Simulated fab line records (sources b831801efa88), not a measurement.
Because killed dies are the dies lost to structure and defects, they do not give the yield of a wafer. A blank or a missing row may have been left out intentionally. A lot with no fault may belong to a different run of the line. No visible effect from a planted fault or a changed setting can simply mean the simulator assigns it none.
Problem report in the 8D (eight disciplines) form, filled by code	flow sky130	the parts of the form that need people (team, actions taken, sign-off) are left out

## 1. THE ISSUE
Wafers free of any fault read 636.3 (standard deviation 2.9) for LDD_P_TW at SKY_LDD_P_TW_MEAS_11, against a mean of 30.0 on 2 wafers of 2 lots. That is -99 or more standard deviations from the usual mean.
Earliest sighting: wafer L739.5 on film-metro-03 at day 24 16:37. Wafers with a number at this step in the record: 35, from 12 lots. The rule behind "out" and "out of limits": a value lying over 4 standard deviations away from the usual mean. All remaining wafers that have a number are taken as sound.

## 2. WHAT IT IS AND WHAT IT IS NOT
question	is	is not
which readings at this step	LDD_P_TW	-
which lots	L739, L744	L727, L728, L729, L731, L732, L733, L736, L737, L745, L748
which wafers of those lots	L739.5, L744.5	L739.2, L744.2, L744.6
read on which gauges	film-metro-03, film-metro-04	film-metro-01
when	from day 24 16:37	up to then (25 sound wafers); but 8 sound wafers of L744, L745, L748 came after

## 3. SUSPECTS, AND WHAT RULES EACH OUT
Counting: a tool at a process step up to the reading stays a suspect if it ran every lot that is out. Sound lots after the first of them don't rule it out here, since some wafers of a struck lot are sound.
- the gauge at SKY_LDD_P_TW_MEAS_11: ruled out. The wafers that are out were read on 2 gauges (film-metro-03, film-metro-04).
- litho-track-01 at SKY_LDD_P_DEVELOP_06 (develop time 60 s): kept. It ran every lot that is out, first L739 (day 24 16:05); its last sound lot up to then is L737 (day 24 02:00).
The count leaves litho-track-01 at SKY_LDD_P_DEVELOP_06.

## 4. THE CAUSE (what the simulator had put in)
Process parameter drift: litho-track-01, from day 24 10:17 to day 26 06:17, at SKY_LDD_P_DEVELOP_06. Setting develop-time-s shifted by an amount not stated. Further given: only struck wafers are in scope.
The count eliminated every tool but this one.

## 5. SEQUENCE OF EFFECTS, ordered by route
Each row: a reading where the mean over the struck wafers with a number is more than 3 standard deviations away from the usual. Readings are gone through only where the record gives a usual standard deviation; hours: the median, over the lots, of the time from a lot's start at the first step in this table giving one to that lot's start at this step; sigmas: the change measured in usual standard deviations.
hours	step	reading	usual	on struck wafers	change	sigmas
0	SKY_LDD_P_TW_MEAS_11	LDD_P_TW	636.3	30.0	-606.3	-99 or more
586	SKY_PAD_OPEN_PROBE_99	killed-at-front-end	15	419	+404	+92
586	SKY_PAD_OPEN_PROBE_99	killed-dies	87	492	+405	+43
586	SKY_PAD_OPEN_PROBE_99	killed-on-rim	17	96	+79	+20
It contains these process steps:
- SKY_PAD_OPEN_PROBE_99
Readings that are blank on the struck wafers while sound wafers have them: cd-nm at SKY_LDD_P_CD_MEAS_07; LDD_P_OVL at SKY_LDD_P_OVL_MEAS_08.
At these later measuring or inspecting steps, every struck wafer for which the step has a row has a number for every such reading, and none has moved that far: SKY_LDD_HVN_OVL_MEAS_07.

## 6. WHAT WOULD HAVE CAUGHT IT SOONER
In this record the first reading out of limits at a measuring or inspecting step was taken at day 24 16:37, 6 hours after the fault began at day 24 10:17.
Between SKY_LDD_P_DEVELOP_06 and SKY_LDD_P_TW_MEAS_11, SKY_LDD_P_CD_MEAS_07 gave no cd-nm and SKY_LDD_P_OVL_MEAS_08 gave no LDD_P_OVL on the struck wafers, where sound wafers have one: a measuring or inspecting step that comes back empty is itself a sign.
Among the 2 lots that are out, L744 began SKY_LDD_P_DEVELOP_06 on litho-track-01 after day 24 16:37. Putting the tool on hold at that point would have spared it.
